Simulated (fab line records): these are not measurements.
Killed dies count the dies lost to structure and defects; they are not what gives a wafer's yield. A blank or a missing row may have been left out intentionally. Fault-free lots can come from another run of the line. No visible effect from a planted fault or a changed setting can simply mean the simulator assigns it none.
Matching of chambers + flow gf180mcu + 3 sister chambers for GF_V4_CVD_02 on pecvd-03
The step deposits SiO2 from TEOS, target thk 850 nm, time 94.851 s. 6 wafers are shown with their chamber, then 10 later ones without.

EACH WAFER AND ITS CHAMBER
| wafer  | chamber | heaterPowerW (W) | rfFwdPowerW (W) |
|--------|---------|------------------|-----------------|
| L089.3 | 2       | 619              | 596.3           |
| L089.4 | 1       | 716              | 594.5           |
| L089.5 | 2       | 503              | 596.9           |
| L089.6 | 0       | 665              | 595.1           |
| L090.2 | 1       | 700              | 598.9           |
| L090.5 | 0       | 641              | 597.1           |

WAFERS WITHOUT THEIR CHAMBER
| wafer  | heaterPowerW (W) | rfFwdPowerW (W) |
|--------|------------------|-----------------|
| L090.6 | 727              | 596.3           |
| L093.2 | 575              | 591.8           |
| L093.3 | 615              | 595.1           |
| L093.4 | 621              | 592.6           |
| L094.1 | 766              | 600.3           |
| L094.2 | 621              | 595.8           |
| L094.3 | 668              | 592.0           |
| L094.4 | 647              | 592.9           |
| L094.5 | 524              | 592.9           |
| L094.6 | 603              | 596.8           |

THE CHAMBER EACH PASSED THROUGH
| wafer  | from the rows above          | in truth |
|--------|------------------------------|----------|
| L090.6 | can't be placed: 1 or 0      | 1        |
| L093.2 | can't be placed: 2 or 0 or 1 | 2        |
| L093.3 | can't be placed: 0 or 2 or 1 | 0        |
| L093.4 | can't be placed: 0 or 2 or 1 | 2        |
| L094.1 | can't be placed: 1 or 0      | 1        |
| L094.2 | can't be placed: 0 or 2 or 1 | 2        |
| L094.3 | can't be placed: 0 or 1 or 2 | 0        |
| L094.4 | can't be placed: 0 or 1 or 2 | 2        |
| L094.5 | can't be placed: 2 or 0      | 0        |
| L094.6 | can't be placed: 2 or 0 or 1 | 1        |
Correct placement for 0 of the 10. From these rows, 10 cannot be placed; in 10 the true chamber is one of the candidates. 0 placed wrongly.
How it was worked out, from the rows above alone: a wafer's distance from a chamber is the root of the sum, over the readings, of the square of ((its reading less the chamber's mean) divided by the reading's scatter). The wafer belongs to the nearest chamber; if the next one is less than 2 further off, it can't be placed. For every chamber, the mean is computed from those of its wafers that are shown. The scatter: the root of (the sum of the squares of (reading less its chamber's mean) over the shown wafers, divided by (wafers less chambers)).
